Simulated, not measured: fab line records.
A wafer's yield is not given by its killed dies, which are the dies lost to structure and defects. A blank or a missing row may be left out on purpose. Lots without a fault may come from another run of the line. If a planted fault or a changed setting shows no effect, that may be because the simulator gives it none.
A struck lot beside a sound one | flow sky130 | 15 out of 708 route steps
Sound: these wafers, L902.1, L902.5, L902.6. Struck: wafers L906.1, L906.5. (L906.6 of the same lot was not struck and is left out.) The cause comes at the end.
Each step with rows lists, per side, the tool, then ch with its chambers, then its first start. Under that, the readings that differ: sound wafers | struck wafers | difference of the means | sigmas: that difference in standard deviations of wafers without a fault.
alike: words and numbers the same on both sides, and readings whose means are apart by under 2 such deviations; not compared: readings that were withheld, readings missing a value for some wafer, numbers with overlapping values and no deviation given by the record, and bounds like >300 which may hide the same value.
The two part at a step that has a row with sigmas, a row that says differs or no value, or rows on one side only. When numbers do not overlap yet have no deviation, they are printed without sigmas and do not part them. A reading that every wafer of one side lacks parts them only if that side has two wafers or more.

SKY_CAP2M_THK_MEAS_01:
  sound: film-metro-04 at day 41 10:44; struck: film-metro-01 at day 42 13:56
  alike: CAP2M_CVD_00_THK
SKY_CAP2M_SPUTTER_02: material TiN, target thk 200 nm, time 166.7 s.
  sound: pvd-sputter-02 at day 41 10:48; struck: pvd-sputter-02 at day 42 13:59
  alike: throttle-valve-pct
SKY_CAP2M_RS_MEAS_03: a four-point-probe measurement.
  sound: film-metro-03 at day 41 10:55; struck: film-metro-03 at day 42 14:06
  alike: CAP2M_TIN_RS
SKY_CAP2M_THK_MEAS_04: measures by xrf.
  sound: film-metro-03 at day 41 11:02; struck: film-metro-03 at day 42 14:13
  alike: CAP2M_TIN_THK
then, 7 steps without rows for these wafers: SKY_CAP2M_DEHYDRATE_05 (time 60 s); SKY_CAP2M_HMDS_06 (prime time 60 s); SKY_CAP2M_COAT_07 (resist thk 1140 nm); SKY_CAP2M_SOFTBAKE_08 (time 60 s); SKY_CAP2M_EXPOSE_09 (exposes mask CAP2M, target cd 1000 nm); SKY_CAP2M_PEB_10; SKY_CAP2M_DEVELOP_11 (develop time 60 s).
SKY_CAP2M_OVL_MEAS_12:
  sound: overlay-01 at day 42 10:20; struck: overlay-02 at day 43 12:52
  alike: CAP2M_OVL
SKY_CAP2M_METAL_ETCH_13: etches TiN in Cl2/BCl3, stops on SiO2, target depth 220 nm, time 62.9 s.
  sound on rie-metal-02 ch 1, day 42 10:22; struck on rie-metal-02 ch 1, day 43 12:55
  reading                        | sound               | struck      | difference | sigmas
  chamber-pressure-mTorr (mTorr) | 9.997 10.001 10.012 | 8.004 8.003 | -2.000     | -99 or more
  alike: drypump-motor-current-A, he-backside-leak-sccm, oes-product-au, throttle-valve-pct
  not compared: rf-hours-counter-h
SKY_CAP2M_STRIP_14: strips in O2/N2.
  sound on plasma-asher-02 ch 0,1, day 42 10:32; struck on plasma-asher-02 ch 0,1, day 43 12:59
  alike: drypump-motor-current-A, oes-product-au, strip-time-to-endpoint-s
  not compared: rf-hours-counter-h
SKY_PAD_OPEN_PROBE_99:
  the record holds rows for the sound wafers here (prober-01, day 47 07:14) but none for the struck ones

== WHERE THEY PART ==
Earliest at SKY_CAP2M_METAL_ETCH_13; latest, in this record, at SKY_PAD_OPEN_PROBE_99.

WHY: whatever the simulator had introduced
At SKY_CAP2M_METAL_ETCH_13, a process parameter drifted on rie-metal-02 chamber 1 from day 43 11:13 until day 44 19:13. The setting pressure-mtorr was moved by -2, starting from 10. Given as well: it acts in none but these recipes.
